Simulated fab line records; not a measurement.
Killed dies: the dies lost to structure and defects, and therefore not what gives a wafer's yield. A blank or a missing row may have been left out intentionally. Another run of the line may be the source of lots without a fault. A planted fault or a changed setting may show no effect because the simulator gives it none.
The tool behind it: which one? | flow sky130 | 13 lots with 38 wafers sampled at 5 steps, on a route of 708 steps

## WHAT THE GAUGES SHOWED, per wafer
SKY_POLY_GATE_THK_MEAS_01. Usual: POLY_GATE_CVD_00_THK gives 179.1 nm (standard deviation 1.5).
lot  | measured     | on            | POLY_GATE_CVD_00_THK (nm) | flag
L547 | day 13 19:14 | film metro-04 | 179.9 180.1 180.6         |
L548 | day 13 23:47 | film metro-04 | 179.8 180.6 179.4         |
L550 | day 15 00:23 | film metro-02 | 179.9 178.7 180.5         |
L551 | day 15 07:29 | film metro-03 | 178.8 179.1 180.3         |
L552 | day 15 13:18 | film metro-02 | 176.4 178.0 177.4         |
L558 | day 17 17:37 | film metro-04 | 181.1 180.1               |
L559 | day 18 01:41 | film metro-02 | 178.3 180.0 178.5         |
L565 | day 20 15:59 | film metro-04 | 178.3 178.0 177.8         |
L566 | day 20 21:27 | film metro-04 | 177.9 179.4 179.8         |
L567 | day 21 04:11 | film metro-03 | 180.0 180.2 181.8         |
L568 | day 21 14:48 | film metro-03 | 178.2 177.2 179.6         |
L569 | day 22 03:05 | film metro-04 | 177.5 177.5 177.9         |
L570 | day 22 08:03 | film metro-02 | 183.0 183.1 183.4         |

SKY_RES_PROTECT_TW_MEAS_08. Usual: POLY_GATE_TW gives 4014 (standard deviation 45).
lot  | measured     | on            | POLY_GATE_TW   | flag
L547 | day 14 21:45 | film metro-02 | 3967 3963 3978 |
L548 | day 15 02:49 | film metro-04 | 4105 4087 4069 |
L550 | day 16 03:37 | film metro-04 | 4062 4039 4083 |
L551 | day 16 11:27 | film metro-01 | 3952 3998 3987 |
L552 | day 16 17:18 | film metro-04 | 4030 4051 4045 |
L558 | day 18 23:53 | film metro-04 | 4078 4083      |
L559 | day 19 07:47 | film metro-02 | 3977 3966 3972 |
L565 | day 22 00:01 | film metro-02 | 3955 3956 3944 |
L566 | day 22 04:46 | film metro-01 | 3996 3970 3992 |
L567 | day 22 11:10 | film metro-01 | 3981 3984 3983 |
L568 | day 22 21:58 | film metro-04 | 4051 4038 4060 |
L569 | day 23 10:21 | film metro-04 | 4050 4065 4042 |
L570 | day 23 14:55 | film metro-02 | 3996 4011 3957 |

SKY_LDD_N_OVL_MEAS_07. Usual: LDD_N_OVL gives 0.6 nm (standard deviation 1.4).
lot  | measured     | on         | LDD_N_OVL (nm) | flag
L547 | day 17 10:18 | overlay-02 | 2.7 0.7 3.0    |
L548 | day 17 16:03 | overlay-02 | 1.4 1.3 2.6    |
L550 | day 18 20:42 | overlay-01 | -1.3 -0.2 -0.3 |
L551 | day 19 02:27 | overlay-01 | 1.7 1.1 1.2    |
L552 | day 19 07:50 | overlay-01 | 1.2 -0.8 -1.6  |
L558 | day 21 18:52 | overlay-01 | -1.0 -0.9      |
L559 | day 22 05:41 | overlay-02 | 1.1 2.4 0.5    |
L565 | day 24 17:21 | overlay-01 | -1.1 1.1 1.0   |
L566 | day 24 21:12 | overlay-01 | 1.0 0.9 -0.1   |
L567 | day 25 04:15 | overlay-02 | 0.7 1.1 2.7    |
L568 | day 25 13:09 | overlay-02 | 0.4 1.6 0.5    |
L569 | day 26 00:27 | overlay-02 | 0.8 1.0 3.0    |
L570 | day 26 05:21 | overlay-02 | 3.8 1.5 1.6    |

SKY_LDD_P_CD_MEAS_07: the cd target is 380 nm. Usual: cd nm 380.5 nm, standard deviation 2.7.
lot  | measured     | on        | cd nm (nm)              | flag
L547 | day 18 17:48 | cd sem-01 | 379.6 379.3 380.4       |
L548 | day 18 22:40 | cd sem-02 | 380.3 382.6 381.7       |
L550 | day 20 04:38 | cd sem-02 | 379.8 379.9 379.9       |
L551 | day 20 10:55 | cd sem-02 | 375.7 378.9 378.0       |
L552 | day 20 16:12 | cd sem-02 | 376.0 374.6 375.6       |
L558 | day 23 02:41 | cd sem-02 | 367.8 372.9 368.0 372.7 | OFF
L559 | day 23 13:27 | cd sem-01 | 382.2 382.0 382.4       |
L565 | day 25 23:31 | cd sem-02 | 379.2 376.7 378.8       |
L566 | day 26 03:16 | cd sem-01 | 381.4 378.1 382.9       |
L567 | day 26 09:55 | cd sem-02 | 379.2 378.4 380.2       |
L568 | day 26 19:33 | cd sem-01 | 382.2 384.3 381.6       |
L569 | day 27 05:58 | cd sem-02 | 384.6 386.2 384.2       |
L570 | day 27 11:07 | cd sem-02 | 382.4 380.8 381.8       |

## EACH LOT AND THE TOOL THAT RAN IT (in order: tool; ch and the chambers of the sampled wafers; start)
lot  | SKY_LDD_P_EXPOSE_04
L547 | iline stepper-01 ch 0, day 18 02:10
L548 | iline stepper-01 ch 0, day 18 07:50
L550 | iline stepper-01 ch 0, day 19 12:28
L551 | iline stepper-01 ch 0, day 19 19:39
L552 | iline stepper-02 ch 0, day 20 01:10
L558 | iline stepper-01 ch 0, day 22 11:34
L559 | iline stepper-02 ch 0, day 22 22:36
L565 | iline stepper-02 ch 0, day 25 09:33
L566 | iline stepper-02 ch 0, day 25 13:46
L567 | iline stepper-01 ch 0, day 25 20:11
L568 | iline stepper-01 ch 0, day 26 05:03
L569 | iline stepper-02 ch 0, day 26 16:10
L570 | iline stepper-01 ch 0, day 26 21:14
- SKY_LDD_P_EXPOSE_04: exposes mask PSDM, target cd 380 nm.

## AS READ BY THE TOOLS THEMSELVES (means over the sampled wafers that have a number; for cases with no such wafer, the mark the record gives instead)
SKY_LDD_P_EXPOSE_04. Usual: reticle temp C 23.00 C, standard deviation 0.11; stage vel mm s 500.01 mm/s, standard deviation 0.26.
lot  | tool             | reticle temp C (C) | stage vel mm s (mm/s) | flag
L547 | iline stepper-01 | 22.93              | 500.07                |
L548 | iline stepper-01 | 23.00              | 500.26                |
L550 | iline stepper-01 | 23.08              | 500.17                |
L551 | iline stepper-01 | 22.94              | 499.77                |
L552 | iline stepper-02 | 23.00              | 500.08                |
L558 | iline stepper-01 | 23.00              | 499.93                |
L559 | iline stepper-02 | 23.16              | 500.02                |
L565 | iline stepper-02 | 23.07              | 499.81                |
L566 | iline stepper-02 | 23.08              | 500.19                |
L567 | iline stepper-01 | 22.93              | 500.28                |
L568 | iline stepper-01 | 23.14              | 499.82                |
L569 | iline stepper-02 | 23.13              | 500.07                |
L570 | iline stepper-01 | 23.07              | 500.19                |

## THE ANSWER, worked out from the rows above alone
Rule: lot off if the mean of its wafers having a number is beyond 3 standard deviations from the usual mean. Also off: a lot with no number at a reading for which 4 or more lots have one. Where the step has rows for the other lots, those lots are counted as sound. First the gauges in route order, then the tools' own readings, where a lot's mean is used as printed above. The first step at which some lot is off is used, and at that step the reading that is off furthest; a lot without a number counts as furthest.
Off, at SKY_LDD_P_CD_MEAS_07 on cd nm: L558.
If a tool, at a process step before that reading, ran all the lots that are off and no sound lot after the first of them, it fits. Those tools and the gauges at SKY_LDD_P_CD_MEAS_07 are tried in the same way. No candidate that was tried fits.

## WHAT HAD BEEN PUT IN BY THE SIMULATOR
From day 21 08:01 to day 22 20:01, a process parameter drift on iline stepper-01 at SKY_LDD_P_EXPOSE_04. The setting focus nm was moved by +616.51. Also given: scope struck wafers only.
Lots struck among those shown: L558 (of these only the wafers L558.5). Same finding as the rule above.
